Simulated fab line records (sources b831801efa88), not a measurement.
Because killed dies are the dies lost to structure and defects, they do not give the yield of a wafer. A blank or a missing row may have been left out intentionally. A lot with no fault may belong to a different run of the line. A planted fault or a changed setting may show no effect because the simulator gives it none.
Chamber matching / flow sky130 / SKY_LI_CONTACT_CMP_02 on cmp-01 has 4 sister chambers
The step polishes PSG. 4 wafers are shown with their chamber, then 6 later ones without.

== EACH WAFER AND ITS CHAMBER ==
wafer=L266.6; chamber=3; motorCurrentA (A)=11.4
wafer=L267.6; chamber=0; motorCurrentA (A)=10.3
wafer=L270.1; chamber=2; motorCurrentA (A)=8.8
wafer=L270.6; chamber=1; motorCurrentA (A)=11.7

== WAFERS MISSING THEIR CHAMBER ==
wafer=L271.1; motorCurrentA (A)=10.9
wafer=L271.4; motorCurrentA (A)=9.2
wafer=L271.5; motorCurrentA (A)=9.0
wafer=L273.1; motorCurrentA (A)=9.7
wafer=L273.3; motorCurrentA (A)=9.2
wafer=L273.5; motorCurrentA (A)=9.0

== THE CHAMBER EACH PASSED THROUGH ==
wafer=L271.1; from the rows above=can't be placed: 3 or 0 or 1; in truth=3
wafer=L271.4; from the rows above=can't be placed: 2 or 0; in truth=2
wafer=L271.5; from the rows above=2; in truth=2
wafer=L273.1; from the rows above=can't be placed: 0 or 2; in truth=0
wafer=L273.3; from the rows above=can't be placed: 2 or 0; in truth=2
wafer=L273.5; from the rows above=2; in truth=2
Placed correctly: 2 of 6. Unplaceable from these rows: 4, with the true chamber sitting among the candidates in 4. Number placed wrongly: 0.
How it was worked out, from the rows above alone: a wafer's distance from a chamber is the root of the sum, over the readings, of the square of ((its reading less the chamber's mean) divided by the reading's scatter). If the next closest chamber is less than 2 further off than the closest, the wafer can't be placed; otherwise it belongs to the closest. The mean given for a chamber averages the wafers shown for that chamber. The scatter: root of mean squared gap, hidden wafer to nearest shown wafer, with one shown wafer a chamber.
